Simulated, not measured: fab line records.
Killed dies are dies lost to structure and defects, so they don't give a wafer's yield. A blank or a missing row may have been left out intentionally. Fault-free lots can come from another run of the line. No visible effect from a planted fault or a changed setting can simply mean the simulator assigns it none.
Split-lot trial | flow sfq line | 23 wafers read from 5 lots, route of 325 steps

== ON THE SPLIT ==
At SFQ_TRILAYER_L0_LITHO_PEB_008 (peb time 60 s), the setting peb temp c was moved away from the recipe's 115 C on 10 of the 23 wafers read, by -2.2% to +3.0%. This setting was run at the recipe's value on the other wafers.

Between the split and the reading, the file records no step.

== THE READING ==
L0.cd nm (the simulator's own value, which no gauge read), in nm, at SFQ_TRILAYER_L0_BARC_OPEN_METAL_ETCH_010 (etches BARC in O2, target depth 125 nm, time 41.7 s). No usual value for it is given in the file. The 13 wafers here that ran the recipe average 1999 nm, standard deviation 1.6 nm.

wafer  | tool, chamber at the split | peb temp c as run, C | against the recipe | L0.cd nm, nm | against lot-mates on the recipe
L074.2 | litho track-02, 0          | 115                  | recipe             | 1998         | -
L074.3 | litho track-02, 0          | 113.3                | -1.5%              | 2032         | +33
L074.4 | litho track-02, 0          | 113.3                | -1.5%              | 2032         | +33
L074.5 | litho track-02, 0          | 115                  | recipe             | 2000         | -
L074.6 | litho track-02, 0          | 115                  | recipe             | 1998         | -
L076.1 | litho track-04, 0          | 118.5                | +3.0%              | 1943         | -58
L076.2 | litho track-04, 0          | 115                  | recipe             | 2002         | -
L076.3 | litho track-04, 0          | 115                  | recipe             | 1998         | -
L076.4 | litho track-04, 0          | 118.5                | +3.0%              | 1945         | -56
L076.6 | litho track-04, 0          | 115                  | recipe             | 2002         | -
L077.2 | litho track-02, 0          | 118.2                | +2.8%              | 1948         | -52
L077.3 | litho track-02, 0          | 115                  | recipe             | 1999         | -
L077.4 | litho track-02, 0          | 115                  | recipe             | 2001         | -
L077.5 | litho track-02, 0          | 118.2                | +2.8%              | 1949         | -51
L077.6 | litho track-02, 0          | 118.2                | +2.8%              | 1949         | -51
L079.1 | litho track-03, 0          | 115                  | recipe             | 1998         | -
L079.6 | litho track-03, 0          | 115                  | recipe             | 1998         | -
L079.3 | litho track-03, 0          | 112.5                | -2.2%              | 2048         | +50
L079.5 | litho track-03, 0          | 112.5                | -2.2%              | 2048         | +50
L079.4 | litho track-03, 0          | 112.5                | -2.2%              | 2047         | +49
L083.1 | litho track-03, 0          | 115                  | recipe             | 1997         | -
L083.2 | litho track-03, 0          | 115                  | recipe             | 2000         | -
L083.6 | litho track-03, 0          | 115                  | recipe             | 1998         | -

THE FIT
A straight line over all 23 wafers: L0.cd nm changes by -19.6 nm for each +1% of peb temp c; r = -1.00; the points scatter about the line by 2.8 nm.
The same after taking each lot's own level away (the mean of its wafers on the recipe; 23 wafers): -20 nm for each +1%; r = -1.00; scatter 2.8 nm.
That fit puts the effect of the largest move of peb temp c on the reading at 61 nm.
Across the lots, their own levels run from 1998.0 to 2000.7 nm, a range of 1.7 times the standard deviation given above.
The two slopes are in agreement: the lot-to-lot level therefore moves the slope only a little.
Check: for one of the wafers moved furthest among these (+3.0%), held out of the fit, the line's prediction against its lot-mates is -59.1 nm. It came out at -57.7 nm against them.

== THE FILE'S OWN FIT ==
L0.cd nm changes by -19.8 nm for each +1% of peb temp c, r = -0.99.
